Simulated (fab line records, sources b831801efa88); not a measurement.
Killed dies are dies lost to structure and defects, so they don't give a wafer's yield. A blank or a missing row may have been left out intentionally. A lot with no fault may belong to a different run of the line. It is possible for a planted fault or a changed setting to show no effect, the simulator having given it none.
What tool caused it? :: flow gf180mcu :: 14 lots, 42 wafers sampled, at 4 steps of a route of 602

== WHAT EACH GAUGE READ, for each wafer ==
GF_HV_LDD_CD_MEAS_31: the cd target is 400 nm.
lot: L950
measured: day 12 22:39
on: cd sem-02
cd nm (nm): 397.7 396.4 398.4

lot: L951
measured: day 13 09:04
on: cd sem-02
cd nm (nm): 407.2 407.3 404.1

lot: L955
measured: day 14 17:32
on: cd sem-02
cd nm (nm): 400.8 401.2 400.5

lot: L956
measured: day 14 22:13
on: cd sem-01
cd nm (nm): 398.3 399.0 399.7

lot: L957
measured: day 15 04:07
on: cd sem-02
cd nm (nm): 404.2 404.9 403.6

lot: L959
measured: day 15 18:16
on: cd sem-01
cd nm (nm): 400.1 399.5 401.4

lot: L960
measured: day 16 00:00
on: cd sem-01
cd nm (nm): 408.9 406.6 405.6

lot: L963
measured: day 17 02:37
on: cd sem-02
cd nm (nm): 405.8 404.5 404.2

lot: L965
measured: day 17 14:39
on: cd sem-02
cd nm (nm): 402.6 400.6 401.6

lot: L967
measured: day 18 08:07
on: cd sem-02
cd nm (nm): 405.6 402.8 400.4

lot: L968
measured: day 18 20:49
on: cd sem-02
cd nm (nm): 402.7 398.6 400.8

lot: L969
measured: day 18 23:23
on: cd sem-02
cd nm (nm): 404.6 403.3 406.5

lot: L971
measured: day 19 09:10
on: cd sem-01
cd nm (nm): 401.4 404.2 401.9

lot: L972
measured: day 20 00:07
on: cd sem-01
cd nm (nm): 400.7 401.6 402.2

GF_NSD_OVL_MEAS_08.
lot: L950
measured: day 14 21:56
on: overlay-02
NSD_OVL (nm): -0.7 -1.2 -0.4

lot: L951
measured: day 15 09:14
on: overlay-02
NSD_OVL (nm): -1.3 -1.7 -0.7

lot: L955
measured: day 16 19:53
on: overlay-01
NSD_OVL (nm): 1.1 0.4 -0.8

lot: L956
measured: day 17 00:14
on: overlay-02
NSD_OVL (nm): 1.8 2.9 2.2

lot: L957
measured: day 17 05:56
on: overlay-02
NSD_OVL (nm): -0.3 -1.2 0.1

lot: L959
measured: day 17 21:56
on: overlay-01
NSD_OVL (nm): 1.3 3.6 0.2

lot: L960
measured: day 18 04:37
on: overlay-02
NSD_OVL (nm): 1.2 0.4 0.1

lot: L963
measured: day 19 08:14
on: overlay-02
NSD_OVL (nm): 0.2 1.0 0.3

lot: L965
measured: day 19 21:05
on: overlay-01
NSD_OVL (nm): 0.9 0.2

lot: L967
measured: day 20 15:25
on: overlay-02
NSD_OVL (nm): -0.7 -2.3 -1.2

lot: L968
measured: day 21 03:58
on: overlay-01
NSD_OVL (nm): 0.1

lot: L969
measured: day 21 06:38
on: overlay-02
NSD_OVL (nm): -0.7 -1.1 0.3

lot: L971
measured: day 21 19:14
on: overlay-01
NSD_OVL (nm): -2.7 -1.4 -0.9

lot: L972
measured: day 22 05:03
on: overlay-01
NSD_OVL (nm): -1.9 -2.6 -0.4

GF_NSD_TW_MEAS_12.
lot: L950
measured: day 14 22:22
on: film metro-04
NSD_TW: 4124 4147 4142

lot: L951
measured: day 15 09:40
on: film metro-01
NSD_TW: 4231 4249 4215

lot: L955
measured: day 16 20:19
on: film metro-01
NSD_TW: 4265 4252 4257

lot: L956
measured: day 17 00:47
on: film metro-04
NSD_TW: 4133 4145 4149

lot: L957
measured: day 17 06:23
on: film metro-04
NSD_TW: 4181 4176 4162

lot: L959
measured: day 17 22:23
on: film metro-04
NSD_TW: 4152 4178 4167

lot: L960
measured: day 18 05:04
on: film metro-02
NSD_TW: 4287 4297 4284

lot: L963
measured: day 19 08:40
on: film metro-02
NSD_TW: 4273 4264 4288

lot: L965
measured: day 19 21:31
on: film metro-02
NSD_TW: 4277 4250

lot: L967
measured: day 20 15:52
on: film metro-04
NSD_TW: 4183 4167 4191

lot: L968
measured: day 21 04:25
on: film metro-01
NSD_TW: 4246

lot: L969
measured: day 21 07:05
on: film metro-02
NSD_TW: 4267 4259 4262

lot: L971
measured: day 21 19:41
on: film metro-04
NSD_TW: 4163 4176 4181

lot: L972
measured: day 22 05:30
on: film metro-01
NSD_TW: 4269 4269 4253

== EACH LOT AND THE TOOL THAT RAN IT (in order: tool; ch and the chambers of the sampled wafers; start) ==
lot: L950
GF_HV_LDD_ETCHBACK_58: rie diel-01 ch 0,1,3, day 14 00:32

lot: L951
GF_HV_LDD_ETCHBACK_58: rie diel-01 ch 0,1,3, day 14 11:13

lot: L955
GF_HV_LDD_ETCHBACK_58: rie diel-01 ch 1,2, day 15 20:05

lot: L956
GF_HV_LDD_ETCHBACK_58: rie diel-01 ch 0,2,3, day 16 00:40

lot: L957
GF_HV_LDD_ETCHBACK_58: rie diel-02 ch 0,2,3, day 16 06:38

lot: L959
GF_HV_LDD_ETCHBACK_58: rie diel-02 ch 0,2,3, day 16 21:59

lot: L960
GF_HV_LDD_ETCHBACK_58: rie diel-04 ch 2,3, day 17 03:59

lot: L963
GF_HV_LDD_ETCHBACK_58: rie diel-04 ch 0,1,2, day 18 07:10

lot: L965
GF_HV_LDD_ETCHBACK_58: rie diel-04 ch 1,2,3, day 18 19:04

lot: L967
GF_HV_LDD_ETCHBACK_58: rie diel-01 ch 2,3, day 19 14:11

lot: L968
GF_HV_LDD_ETCHBACK_58: rie diel-04 ch 0,1,2, day 20 03:04

lot: L969
GF_HV_LDD_ETCHBACK_58: rie diel-02 ch 1,2,3, day 20 05:07

lot: L971
GF_HV_LDD_ETCHBACK_58: rie diel-02 ch 1,3, day 20 14:43

lot: L972
GF_HV_LDD_ETCHBACK_58: rie diel-02 ch 0,1,3, day 21 05:32
- GF_HV_LDD_ETCHBACK_58: etches Si3N4 in CH3F/O2, stops on SiO2, time 100 s, target depth 90 nm.

== AS READ BY THE TOOLS THEMSELVES (means over the sampled wafers that have a number; for cases with no such wafer, the mark the record gives instead) ==
GF_HV_LDD_ETCHBACK_58.
lot: L950
tool: rie diel-01
drypump motor current A (A): 5.9
oes product au (a.u.): 0.837
run length s (s): 128.2
throttle valve pct (%): 10.562

lot: L951
tool: rie diel-01
drypump motor current A (A): 5.9
oes product au (a.u.): 0.833
run length s (s): 128.2
throttle valve pct (%): 10.564

lot: L955
tool: rie diel-01
drypump motor current A (A): 6.2
oes product au (a.u.): 0.837
run length s (s): 127.7
throttle valve pct (%): 10.562

lot: L956
tool: rie diel-01
drypump motor current A (A): 5.8
oes product au (a.u.): 0.835
run length s (s): 128.1
throttle valve pct (%): 10.559

lot: L957
tool: rie diel-02
drypump motor current A (A): 5.6
oes product au (a.u.): 0.840
run length s (s): 128.4
throttle valve pct (%): 10.559

lot: L959
tool: rie diel-02
drypump motor current A (A): 5.6
oes product au (a.u.): 0.848
run length s (s): 128.4
throttle valve pct (%): 10.561

lot: L960
tool: rie diel-04
drypump motor current A (A): 5.7
oes product au (a.u.): 0.835
run length s (s): 128.3
throttle valve pct (%): 10.567

lot: L963
tool: rie diel-04
drypump motor current A (A): 5.8
oes product au (a.u.): 0.842
run length s (s): 128.2
throttle valve pct (%): 10.562

lot: L965
tool: rie diel-04
drypump motor current A (A): 6.0
oes product au (a.u.): 0.897
run length s (s): 118.0
throttle valve pct (%): 10.566

lot: L967
tool: rie diel-01
drypump motor current A (A): 5.7
oes product au (a.u.): 0.842
run length s (s): 128.0
throttle valve pct (%): 10.572

lot: L968
tool: rie diel-04
drypump motor current A (A): 5.8
oes product au (a.u.): 0.940
run length s (s): 107.6
throttle valve pct (%): 10.573

lot: L969
tool: rie diel-02
drypump motor current A (A): 5.6
oes product au (a.u.): 0.841
run length s (s): 128.3
throttle valve pct (%): 10.556

lot: L971
tool: rie diel-02
drypump motor current A (A): 5.7
oes product au (a.u.): 0.843
run length s (s): 128.3
throttle valve pct (%): 10.554

lot: L972
tool: rie diel-02
drypump motor current A (A): 5.5
oes product au (a.u.): 0.840
run length s (s): 128.1
throttle valve pct (%): 10.565

== THE ANSWER, worked out from the rows above alone ==
Rule: the usual values come from the lots themselves. Put in order of their means at a reading, lots are off if they are a third of the lots or fewer, leave a main group of 4 or more, and stand apart from it by a gap of 3 or more times the standard deviation of the main group's means; of several such gaps the widest counts. If all means in a main group match to the digits the tables above print for the reading, that group is not used. A lot without any number at a reading at which 4 lots or more have one is off too. The other lots that the step has rows for count as sound. Order of review: gauges by route order, followed by the tools' own readings, for which a lot's mean as printed above is used. At the first step where some lot is off, the reading lying furthest off is the one used; lots without a number count as furthest.
Off: L965, L968 (GF_HV_LDD_ETCHBACK_58, run length s). For the main group the mean is 128.2 s and the standard deviation 0.19.
If a tool, at that step or one of the process steps before it, ran each lot that is off and ran no sound lot following the first of them, it fits. One fits: rie diel-04 at GF_HV_LDD_ETCHBACK_58. Its last sound lot is L963 (day 18 07:10), its first lot that is off L965 (day 18 19:04): a fault that began between those two fits.
The tool's own readings at GF_HV_LDD_ETCHBACK_58 bear it out: on the lots that are off they differ by more than 5 times the standard deviation of the sound lots' means. oes product au reads 0.918 a.u. there against 0.839 a.u. on the sound lots; run length s reads 112.8 s there against 128.2 s on the sound lots.

== WHAT THE SIMULATOR HAD PUT IN ==
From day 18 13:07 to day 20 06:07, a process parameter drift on rie diel-04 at GF_HV_LDD_ETCHBACK_58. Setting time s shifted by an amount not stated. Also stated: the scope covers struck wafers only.
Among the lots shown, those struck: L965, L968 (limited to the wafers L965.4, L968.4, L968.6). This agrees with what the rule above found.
